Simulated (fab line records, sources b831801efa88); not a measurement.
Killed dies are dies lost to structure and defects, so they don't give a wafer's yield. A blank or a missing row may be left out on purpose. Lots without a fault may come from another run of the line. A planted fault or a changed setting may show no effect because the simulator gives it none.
Which tool did it? | flow gf180mcu | 6 lots, 18 wafers sampled, at 2 steps of a route of 602

WHAT THE GAUGES READ, wafer by wafer
GF_STI_THK_MEAS_30.
lot  | measured    | on            | STI_OXIDATION_02_THK (nm)
L868 | day 2 21:23 | film_metro-03 | 10.36 10.44 10.34
L870 | day 3 09:30 | film_metro-03 | 10.03 10.16 10.10
L872 | day 3 17:10 | film_metro-03 | 14.43 14.23 14.34
L878 | day 5 01:03 | film_metro-02 | 9.88 9.95 9.96
L881 | day 5 17:03 | film_metro-03 | 9.97 9.99 10.02
L885 | day 6 12:55 | film_metro-04 | 10.19 10.14 10.23

WHICH TOOL RAN EACH LOT (tool, then ch and the chambers of the sampled wafers, then the start)
lot  | GF_STI_OXIDATION_29
L868 | furnace-02 ch 0, day 2 19:58
L870 | furnace-01 ch 0, day 3 08:05
L872 | furnace-02 ch 0, day 3 15:46
L878 | furnace-01 ch 0, day 4 23:39
L881 | furnace-01 ch 0, day 5 15:39
L885 | furnace-01 ch 0, day 6 11:31
- GF_STI_OXIDATION_29: stabilise 600 s, purge 300 s, target thk 10 nm.

THE ANSWER, worked out from the rows above alone
Rule: what is usual is taken from the lots themselves. Put in order of their means at a reading, lots are off if they are a third of the lots or fewer, leave a main group of 4 or more, and stand apart from it by a gap of 3 or more times the standard deviation of the main group's means; of several such gaps the widest counts. A main group whose means are all the same, to the digits that the tables above print for the reading, isn't used. A lot without any number at a reading at which 4 lots or more have one is off too. The other lots that the step has rows for count as sound.
Off: L872, at GF_STI_THK_MEAS_30 (STI_OXIDATION_02_THK). The main group: mean 10.12 nm, standard deviation 0.16.
A tool fits if, at a process step before that reading, it ran every lot that is off, and no sound lot after the first of them. The gauges at GF_STI_THK_MEAS_30 are tried like those tools. One fits: furnace-02 at GF_STI_OXIDATION_29. Its last sound lot is L868 (day 2 19:58), its first lot that is off L872 (day 3 15:46): a fault that began between those two fits.

WHAT THE SIMULATOR HAD PUT IN
Process parameter drift: furnace-02, from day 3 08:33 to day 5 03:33, at GF_STI_OXIDATION_29. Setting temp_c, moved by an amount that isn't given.
Lots struck among those shown: L872. The rule above found the same.
